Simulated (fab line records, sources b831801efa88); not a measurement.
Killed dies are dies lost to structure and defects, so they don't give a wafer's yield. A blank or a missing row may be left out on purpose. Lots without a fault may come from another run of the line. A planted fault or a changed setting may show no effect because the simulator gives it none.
Problem report in the 8D (eight disciplines) form, filled by code | flow sfq_line | the parts of the form that need people (team, actions taken, sign-off) are left out

1. THE PROBLEM
rf_fwd_power_W at SFQ_TRILAYER_I2_VIA_ETCH_VIA_ETCH_070 reads a mean of 578.2 W on 2 wafers of 1 lot; wafers without a fault read 497.9 W with a standard deviation of 1.7. That is +47 standard deviations from the usual mean.
The step: etches SiO2 in CHF3, stops on Nb, target depth 260 nm.
First seen on wafer L660.3, day 45 11:21, on rie_diel-01. The record holds 15 wafers of 5 lots with a number at this step. Rule for "out", or "out of limits": more than 4 standard deviations from the usual mean. The other wafers with a number count as sound.

2. WHAT IT IS AND WHAT IT IS NOT
question                    | is                | is not
which readings at this step | rf_fwd_power_W    | drypump_motor_current_A, oes_product_au
which lots                  | L660              | L651, L653, L659, L667
which wafers of those lots  | L660.3, L660.4    | L660.1
read on which tools         | rie_diel-01       | rie_diel-03, rie_diel-04
when                        | from day 45 11:21 | up to then (10 sound wafers); but 3 sound wafers of L667 came after

3. SUSPECTS, AND WHAT RULES EACH OUT
Counting: a tool at a process step up to the reading stays a suspect if it ran every lot that is out. Sound lots after the first of them don't rule it out here, since some wafers of a struck lot are sound.
- pecvd-04 at SFQ_TRILAYER_I2_DEP_PECVD_063 (deposits SiO2 from SiH4/N2O, time 111.11 s, target thk 500 nm): kept. It ran the lot that is out, L660 (day 39 03:56); its last sound lot up to then is L659 (day 38 18:14).
- cmp-01 at SFQ_TRILAYER_I2_CMP_CMP_064 (polishes SiO2): kept. It ran the lot that is out, L660 (day 39 20:48); its last sound lot up to then is L651 (day 35 21:56).
- film_metro-01 at SFQ_TRILAYER_I2_METRO_MEASURE_065: kept. It ran the lot that is out, L660 (day 39 23:55); its last sound lot up to then is L659 (day 39 14:39).
- rie_diel-01 at SFQ_TRILAYER_I2_VIA_BARC_OPEN_VIA_ETCH_096 (etches BARC in O2, target depth 125 nm, time 41.7 s): kept. It ran the lot that is out, L660 (day 45 11:19); its last sound lot up to then is L653 (day 44 01:35).
- rie_diel-01 at SFQ_TRILAYER_I2_VIA_ETCH_VIA_ETCH_070 (etches SiO2 in CHF3, stops on Nb, target depth 260 nm): kept. It ran the lot that is out, L660 (day 45 11:21); its last sound lot up to then is L653 (day 44 01:37). Its own readings are out on those wafers: rf_fwd_power_W.
- Within cmp-01 at SFQ_TRILAYER_I2_CMP_CMP_064: the wafers that are out ran in chambers 2, 3; their sound lot-mates ran in chamber 1.
- Within rie_diel-01 at SFQ_TRILAYER_I2_VIA_BARC_OPEN_VIA_ETCH_096: the wafers that are out ran in chamber 3; their sound lot-mates ran in chamber 0.
- Within rie_diel-01 at SFQ_TRILAYER_I2_VIA_ETCH_VIA_ETCH_070: the wafers that are out ran in chamber 3; their sound lot-mates ran in chamber 0.
Left after counting: pecvd-04 at SFQ_TRILAYER_I2_DEP_PECVD_063, cmp-01 at SFQ_TRILAYER_I2_CMP_CMP_064, film_metro-01 at SFQ_TRILAYER_I2_METRO_MEASURE_065, rie_diel-01 at SFQ_TRILAYER_I2_VIA_BARC_OPEN_VIA_ETCH_096, rie_diel-01 at SFQ_TRILAYER_I2_VIA_ETCH_VIA_ETCH_070.

4. THE CAUSE (what the simulator had put in)
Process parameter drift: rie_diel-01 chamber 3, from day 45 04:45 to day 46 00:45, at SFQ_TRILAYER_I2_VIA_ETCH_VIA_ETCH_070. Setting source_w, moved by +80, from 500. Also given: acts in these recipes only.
Counting left 5 suspects, and this tool is among them.

5. THE CHAIN OF EFFECTS, in route order
Each row: a reading whose mean over the struck wafers that have a number lies more than 3 standard deviations from the usual. Only readings for which the record gives a usual standard deviation are gone through. hours: the time from each lot's start at the first step in this table that gives one to its start at this step, as a median over the lots. sigmas: the change in usual standard deviations.
hours | step                                  | reading        | usual   | on struck wafers | change | sigmas
0     | SFQ_TRILAYER_I2_VIA_ETCH_VIA_ETCH_070 | rf_fwd_power_W | 497.9 W | 578.2            | +80.3  | +47
The process steps in it:
- SFQ_TRILAYER_I2_VIA_ETCH_VIA_ETCH_070: etches SiO2 in CHF3, stops on Nb, target depth 260 nm.

6. WHAT WOULD HAVE CAUGHT IT SOONER
In this record the first reading out of limits was taken at day 45 11:21, 7 hours after the fault began at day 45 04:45.
